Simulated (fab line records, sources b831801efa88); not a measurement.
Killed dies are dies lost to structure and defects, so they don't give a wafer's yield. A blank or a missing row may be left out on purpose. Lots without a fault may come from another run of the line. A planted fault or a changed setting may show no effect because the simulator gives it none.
Which tool did it? | flow gf180mcu | 14 lots, 42 wafers sampled, at 4 steps of a route of 602

WHAT THE GAUGES READ, wafer by wafer
GF_DNWELL_TW_MEAS_09.
lot  | measured    | on            | DNWELL_TW
L889 | day 2 19:01 | film_metro-01 | 1348 1350 1345
L890 | day 3 03:10 | film_metro-03 | 1369 1369 1378
L891 | day 3 10:59 | film_metro-03 | 1358 1366 1356
L896 | day 4 09:34 | film_metro-02 | 1359 1365 1367
L898 | day 4 20:26 | film_metro-01 | 1349 1355 1344
L900 | day 5 03:49 | film_metro-03 | 1362 1355 1360
L902 | day 5 17:31 | film_metro-01 | 1368 1358 1368
L903 | day 5 21:01 | film_metro-01 | 1349 1353 1347
L905 | day 6 08:02 | film_metro-01 | 1358 1346 1354
L906 | day 6 13:08 | film_metro-02 | 1365 1363 1364
L907 | day 6 17:49 | film_metro-01 | 1346 1348 1343
L909 | day 7 04:49 | film_metro-02 | 1348 1356 1348
L911 | day 7 14:13 | film_metro-01 | 1341 1336 1343
L912 | day 8 02:07 | film_metro-01 | 1353 1354 1353

GF_SALICIDE_RS_MEAS_04: measures by four-point-probe.
lot  | measured     | on            | SALICIDE_TIN_RS (ohm/sq)
L889 | day 15 03:23 | film_metro-02 | 16.83 16.91 17.01
L890 | day 15 07:34 | film_metro-03 | 16.21 16.18 16.19
L891 | day 15 20:49 | film_metro-01 | 16.31 16.30 16.35
L896 | day 17 18:12 | film_metro-03 | 16.71 16.28 16.13
L898 | day 18 13:10 | film_metro-01 | 16.47 16.36 16.12
L900 | day 19 00:16 | film_metro-03 | 16.32 16.58 16.49
L902 | day 19 23:15 | film_metro-01 | 16.11 16.13 16.08
L903 | day 20 04:51 | film_metro-01 | 16.07 16.08 16.25
L905 | day 20 20:32 | film_metro-01 | 16.30 16.39 16.29
L906 | day 20 23:58 | film_metro-03 | 15.98 16.32 16.05
L907 | day 21 09:22 | film_metro-03 | 16.28 16.25 16.13
L909 | day 21 21:02 | film_metro-02 | 16.81 16.86 16.74
L911 | day 22 18:16 | film_metro-03 | 16.30 16.59 16.58
L912 | day 23 09:05 | film_metro-02 | 16.36 16.23 16.41

GF_CONTACT_OVL_MEAS_15.
lot  | measured     | on         | CONTACT_OVL (nm)
L889 | day 16 02:20 | overlay-02 | -7 -2 1
L890 | day 16 06:16 | overlay-02 | 9 9 6
L891 | day 16 20:35 | overlay-01 | 0 1 -1
L896 | day 18 18:19 | overlay-01 | 4 5 12
L898 | day 19 14:20 | overlay-01 | 2 8 -2
L900 | day 20 01:13 | overlay-01 | 10 3 5
L902 | day 21 00:43 | overlay-02 | 4 -1 -6
L903 | day 21 05:07 | overlay-02 | -3 10 -4
L905 | day 21 21:14 | overlay-01 | 7 6 4
L906 | day 22 01:14 | overlay-02 | -2 5 -2
L907 | day 22 10:02 | overlay-01 | 7 15 2
L909 | day 22 21:59 | overlay-02 | -2 1 2
L911 | day 23 18:07 | overlay-01 | 8 10 9
L912 | day 24 09:17 | overlay-02 | 4 14 3

WHICH TOOL RAN EACH LOT (tool, then ch and the chambers of the sampled wafers, then the start)
lot  | GF_MVSD_STRIP_10
L889 | plasma_asher-02 ch 0,1, day 4 09:45
L890 | plasma_asher-03 ch 0,1, day 4 19:21
L891 | plasma_asher-03 ch 0,1, day 5 02:36
L896 | plasma_asher-01 ch 0,1, day 6 05:21
L898 | plasma_asher-03 ch 0,1, day 6 14:38
L900 | plasma_asher-03 ch 0,1, day 7 01:11
L902 | plasma_asher-02 ch 0,1, day 7 15:26
L903 | plasma_asher-01 ch 0,1, day 7 18:02
L905 | plasma_asher-02 ch 0,1, day 8 07:08
L906 | plasma_asher-01 ch 0,1, day 8 12:23
L907 | plasma_asher-02 ch 0,1, day 8 16:29
L909 | plasma_asher-01 ch 0,1, day 9 04:35
L911 | plasma_asher-02 ch 0,1, day 9 16:17
L912 | plasma_asher-03 ch 0,1, day 10 04:32
- GF_MVSD_STRIP_10: strips in O2/N2.

WHAT THE TOOLS THEMSELVES READ (means of the sampled wafers that have a number; where no wafer has one, the mark that the record gives instead)
GF_MVSD_STRIP_10.
lot  | tool            | drypump_motor_current_A (A) | heater_power_w (W) | n2_flow_sccm (sccm) | oes_product_au (a.u.) | strip_time_to_endpoint_s (s)
L889 | plasma_asher-02 | 5.9                         | 324                | 300.1               | 0.722                 | 36.98
L890 | plasma_asher-03 | 6.2                         | 325                | 300.7               | 0.721                 | 36.91
L891 | plasma_asher-03 | 6.0                         | 331                | 300.0               | 0.721                 | 36.94
L896 | plasma_asher-01 | 5.6                         | 343                | 299.8               | 0.725                 | 36.92
L898 | plasma_asher-03 | 6.2                         | 330                | 299.9               | 0.661                 | 42.64
L900 | plasma_asher-03 | 6.0                         | 329                | 299.7               | 0.657                 | 42.57
L902 | plasma_asher-02 | 5.7                         | 336                | 299.9               | 0.727                 | 36.89
L903 | plasma_asher-01 | 5.8                         | 325                | 299.6               | 0.726                 | 36.94
L905 | plasma_asher-02 | 5.9                         | 324                | 299.8               | 0.725                 | 36.99
L906 | plasma_asher-01 | 5.8                         | 322                | 300.7               | 0.719                 | 36.99
L907 | plasma_asher-02 | 5.7                         | 331                | 300.5               | 0.718                 | 37.10
L909 | plasma_asher-01 | 5.8                         | 323                | 299.4               | 0.723                 | 36.78
L911 | plasma_asher-02 | 5.7                         | 332                | 299.5               | 0.724                 | 36.99
L912 | plasma_asher-03 | 6.2                         | 322                | 299.6               | 0.720                 | 36.91

THE ANSWER, worked out from the rows above alone
Rule: what is usual is taken from the lots themselves. Put in order of their means at a reading, lots are off if they are a third of the lots or fewer, leave a main group of 4 or more, and stand apart from it by a gap of 3 or more times the standard deviation of the main group's means; of several such gaps the widest counts. A main group whose means are all the same, to the digits that the tables above print for the reading, isn't used. A lot without any number at a reading at which 4 lots or more have one is off too. The other lots that the step has rows for count as sound. The gauges are gone through in route order, then the tools' own readings, and for those a lot's mean is taken as printed above. The first step at which some lot is off is used, and at that step the reading that is off furthest; a lot without a number counts as furthest.
Off: L898, L900, at GF_MVSD_STRIP_10 (strip_time_to_endpoint_s). The main group: mean 36.95 s, standard deviation 0.073.
A tool fits if, at that step or a process step before it, it ran every lot that is off, and no sound lot after the first of them. None of those tried fits.

WHAT THE SIMULATOR HAD PUT IN
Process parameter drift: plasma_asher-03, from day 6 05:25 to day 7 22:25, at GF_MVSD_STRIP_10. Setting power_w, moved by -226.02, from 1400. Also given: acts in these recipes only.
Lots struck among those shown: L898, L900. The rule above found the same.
